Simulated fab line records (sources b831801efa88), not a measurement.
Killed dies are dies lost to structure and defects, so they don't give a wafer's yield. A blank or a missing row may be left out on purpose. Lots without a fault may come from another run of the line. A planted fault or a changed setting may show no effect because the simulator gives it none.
Which tool did it? -- flow sky130 -- 30 wafers from 10 lots sampled at 3 of the route's 708 steps

WHAT THE GAUGES READ, wafer by wafer
SKY_VIA4_RS_MEAS_19: uses a four-point probe to measure.
lot,measured,on,VIA4_W_RS (ohm/sq)
L882,day 43 08:05,filmMetro-03,0.2303 0.2275 0.2250
L881,day 43 10:47,filmMetro-03,0.2283 0.2283 0.2302
L884,day 44 06:19,filmMetro-01,0.2292 0.2253 0.2279
L886,day 44 07:19,filmMetro-03,0.2265 0.2265 0.2253
L888,day 46 15:03,filmMetro-02,0.2243 0.2298 0.2265
L892,day 46 16:01,filmMetro-02,0.2299 0.2288 0.2267
L894,day 46 16:38,filmMetro-02,0.2267 0.2262 0.2262
L898,day 47 14:41,filmMetro-03,0.1393 0.1392 0.2306
L900,day 47 20:10,filmMetro-02,0.1395 0.1389 0.2293
L901,day 47 20:26,filmMetro-02,0.1389 0.2295 0.1394

TOOL THAT RAN EACH LOT (tool first, then ch and the chambers of the sampled wafers, then the start)
lot,SKY_METAL4_ETCH_16,SKY_VIA4_CVD_18
L882,"rieMetal-02 ch 0,1, day 42 05:19","cvdW-01 ch 1, day 43 07:56"
L881,"rieMetal-04 ch 0,1, day 42 08:14","cvdW-01 ch 0,1, day 43 10:37"
L884,"rieMetal-01 ch 0,1, day 43 04:26","cvdW-02 ch 0,1, day 44 06:10"
L886,"rieMetal-01 ch 0,1, day 43 06:25","cvdW-02 ch 1, day 44 07:09"
L888,"rieMetal-02 ch 1, day 45 15:28","cvdW-02 ch 0,1, day 46 14:53"
L892,"rieMetal-04 ch 0,1, day 45 16:20","cvdW-01 ch 0,1, day 46 15:52"
L894,"rieMetal-04 ch 1, day 45 17:34","cvdW-01 ch 0, day 46 16:29"
L898,"rieMetal-04 ch 0,1, day 46 16:08","cvdW-01 ch 0,1, day 47 14:30"
L900,"rieMetal-02 ch 0,1, day 46 21:46","cvdW-01 ch 0,1, day 47 19:56"
L901,"rieMetal-02 ch 0,1, day 46 22:01","cvdW-01 ch 0,1, day 47 20:18"
- SKY_METAL4_ETCH_16: etches BARC in N2/H2, stops on SiO2, time 88.2 s, target depth 60 nm.
- SKY_VIA4_CVD_18: deposits W, target thk 505 nm, time 152.14 s.

THE ANSWER, worked out from the rows above alone
Rule: the usual values come from the lots themselves. The widest of any qualifying gaps counts: lots, ordered by their means at a reading, are off when they make up no more than a third of the lots, leave a main group of 4 or more, and stand apart from it by 3 or more times the standard deviation of that group's means. A main group is skipped when, at the precision printed for the reading in the tables above, its means are all equal. A lot without any number at a reading at which 4 lots or more have one is off too. All remaining lots with rows at the step are treated as sound.
Off: L898, L900, L901, at SKY_VIA4_RS_MEAS_19 (VIA4_W_RS). For the main group the mean is 0.2274 ohm/sq and the standard deviation 0.00097.
A tool fits if, at a process step before that reading, it ran every lot that is off, and no sound lot after the first of them. The gauges at SKY_VIA4_RS_MEAS_19 are tried like those tools. One candidate fits, namely cvdW-01 at SKY_VIA4_CVD_18. A fault onset in the window from L894 (day 46 16:29, its last sound lot) to L898 (day 47 14:30, its first lot off) fits.

WHAT THE SIMULATOR PUT IN
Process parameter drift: cvdW-01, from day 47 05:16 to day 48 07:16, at SKY_VIA4_CVD_18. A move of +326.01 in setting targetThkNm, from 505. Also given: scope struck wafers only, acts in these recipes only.
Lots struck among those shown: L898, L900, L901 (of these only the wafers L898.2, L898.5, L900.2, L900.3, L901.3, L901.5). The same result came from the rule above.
